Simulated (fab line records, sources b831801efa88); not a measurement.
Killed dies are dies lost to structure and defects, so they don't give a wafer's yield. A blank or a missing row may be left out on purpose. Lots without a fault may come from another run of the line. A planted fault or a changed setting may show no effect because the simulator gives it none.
A struck lot beside a sound one | flow gf180mcu | 24 steps out of a route of 602
Sound: wafers L676.2, L676.5, L676.6. Struck: wafers L684.2, L684.4, L684.6. The cause comes at the end.
At each step with rows: each side's tool, then ch and its chambers, then its first start. Under that, the readings that differ: sound wafers | struck wafers | difference of the means | sigmas: that difference in standard deviations of wafers without a fault.
alike: readings whose means differ by less than 2 such deviations, and words and numbers that are the same on both sides. not compared: withheld readings, readings that some wafer has no value for, bounds like >300 that may hide the same value, and numbers for which the record gives no deviation and whose values overlap.
The two part at a step that has a row with sigmas, a row that says differs or no value, or rows on one side only. Numbers that don't overlap but have no deviation are shown without sigmas and don't part them. A reading that every wafer of one side lacks parts them only if that side has two wafers or more.

first, 7 steps without rows for these wafers: GF_STI_DEHYDRATE_05 (time 60 s); GF_STI_HMDS_06 (prime time 60 s); GF_STI_COAT_07 (resist thk 700 nm); GF_STI_SOFTBAKE_08 (time 60 s); GF_STI_EXPOSE_09 (exposes mask COMP, target cd 220 nm); GF_STI_PEB_10 (peb time 90 s); GF_STI_DEVELOP_11 (develop time 60 s).
GF_STI_CD_MEAS_12: target cd 220 nm.
  sound on cd_sem-02, day 3 02:51; struck on cd_sem-02, day 4 20:03
  alike: cd_nm
GF_STI_ETCH_13: etches the open film in CHF3/O2, stops on Si, target depth 282.31 nm, time 112.9 s.
  sound on rie_diel-02 ch 0,3, day 3 02:57; struck on rie_diel-01 ch 1,3, day 4 20:09
  reading               | sound             | struck            | difference | sigmas
  oes_product_au (a.u.) | 0.826 0.823 0.827 | 0.846 0.833 0.836 | +0.013     | +2
  run_length_s (s)      | 141.7 142.1 142.2 | 140.0 141.7 140.4 | -1.3       | -2
  alike: drypump_motor_current_A, throttle_valve_pct
  not compared: rf_hours_counter_h
GF_STI_ETCH_14: etches Si in HBr/Cl2/O2, target depth 360 nm, time 102.9 s.
  sound on rie_si-01 ch 1,2, day 3 03:02; struck on rie_si-02 ch 0,1, day 4 20:13
  alike: HBr_flow_sccm, drypump_motor_current_A, oes_product_au, run_length_s, throttle_valve_pct
  not compared: rf_hours_counter_h
GF_STI_STRIP_15: strips in O2/N2.
  sound on plasma_asher-03 ch 0,1, day 3 03:06; struck on plasma_asher-03 ch 0,1, day 4 20:18
  alike: drypump_motor_current_A, heater_power_w, n2_flow_sccm, oes_product_au, strip_time_to_endpoint_s
  not compared: rf_hours_counter_h
then, 1 step without rows for these wafers: GF_STI_CLEAN_16 (cleans in dHF, time 25 s).
GF_STI_WET_ETCH_17: etches Si3N4 in H3PO4, target depth 45 nm, time 514 s.
  sound on wet_bench-04 ch 3, day 3 03:13; struck on wet_bench-04 ch 2, day 4 20:25
  reading                               | sound             | struck            | difference | sigmas
  run_length_s (s)                      | 538 538 538       | 286 286 286       | -252       | -68
  model.Si3N4_of_STI_CVD_03.thk_nm (nm) | 157.9 158.8 159.8 | 188.2 187.2 186.8 | +28.6      |
then, 4 steps without rows for these wafers: GF_STI_CLEAN_18 (cleans in SC1/SC2, time 150 s); GF_STI_CLEAN_19 (cleans in dHF, time 20 s); GF_STI_WET_ETCH_20 (etches SiO2 in dHF, target depth 20 nm, time 400 s); GF_STI_OXIDATION_21 (stabilise 600 s, purge 300 s, target thk 15 nm).
GF_STI_THK_MEAS_22:
  sound on film_metro-03, day 3 04:44; struck on film_metro-03, day 4 21:53
  alike: STI_OXIDATION_01_THK
then, 1 step without rows for these wafers: GF_STI_CVD_23 (deposits SiO2, target thk 650 nm, time 108.3 s).
GF_STI_THK_MEAS_24:
  sound on film_metro-03, day 3 04:52; struck on film_metro-02, day 4 22:01
  alike: STI_CVD_23_THK
GF_STI_CMP_25: polishes, stops on Si3N4, t overpolish 33 s, target thk 524.6 nm.
  sound on cmp-02 ch 1,2, day 3 05:08; struck on cmp-01 ch 0,1,3, day 4 22:04
  alike: motor_current_A
GF_STI_WET_ETCH_26: etches SiO2 in dHF, target depth 94 nm, time 188 s.
  sound on wet_bench-04 ch 0, day 3 05:23; struck on wet_bench-02 ch 2, day 4 22:22
  reading                               | sound         | struck            | difference | sigmas
  model.Si3N4_of_STI_CVD_03.thk_nm (nm) | 147.1 148 149 | 177.5 176.5 176.1 | +28.7      |
  alike: run_length_s
then, 1 step without rows for these wafers: GF_STI_WET_ETCH_27 (etches Si3N4 in H3PO4, target depth 160 nm, time 1825 s).
-- the record jumps here: 28 days lie between the struck wafers' starts before and after (it left off in module STI and takes up again in module PASSIVATION, whose first step shown is number 602 of the route) --
GF_PASSIVATION_PROBE_99:
  sound on prober-02, day 30 14:20; struck on prober-01, day 32 18:12
  reading                                 | sound                | struck               | difference | sigmas
  model.etest.pwell_in_dnwell.line_ohm_um | 4027 4118 4153       | 4836 4602 4665       | +602       |
  model.etest.p_drift.rs_ohm_sq           | 2366 2406 2412       | 2866 2710 2757       | +383       |
  model.etest.pwell_in_dnwell.rs_ohm_sq   | 2435 2472 2480       | 2870 2715 2746       | +315       |
  model.etest.n_drift.rs_ohm_sq           | 1142 1172 1171       | 1336 1281 1284       | +139       |
  model.etest.nwell.line_ohm_um           | 1162 1173 1173       | 1224 1198 1190       | +35        |
  model.etest.nwell.rs_ohm_sq             | 988.7 1008 1003      | 1055 1034 1036       | +42        |
  model.etest.field_n.vt_v (V)            | 35.52 36.52 36.81    | 44.65 42.39 42.62    | +6.94      |
  model.etest.field_p.vt_v (V)            | -32.74 -33.52 -33.62 | -38.91 -37.04 -37.23 | -4.43      |

WHERE THEY PART
First at GF_STI_ETCH_13; last, within this record, at GF_STI_WET_ETCH_17. Later steps at which nothing parts them and some readings are alike: GF_STI_THK_MEAS_22, GF_STI_THK_MEAS_24, GF_STI_CMP_25, GF_STI_WET_ETCH_26.

WHY: what the simulator had put in
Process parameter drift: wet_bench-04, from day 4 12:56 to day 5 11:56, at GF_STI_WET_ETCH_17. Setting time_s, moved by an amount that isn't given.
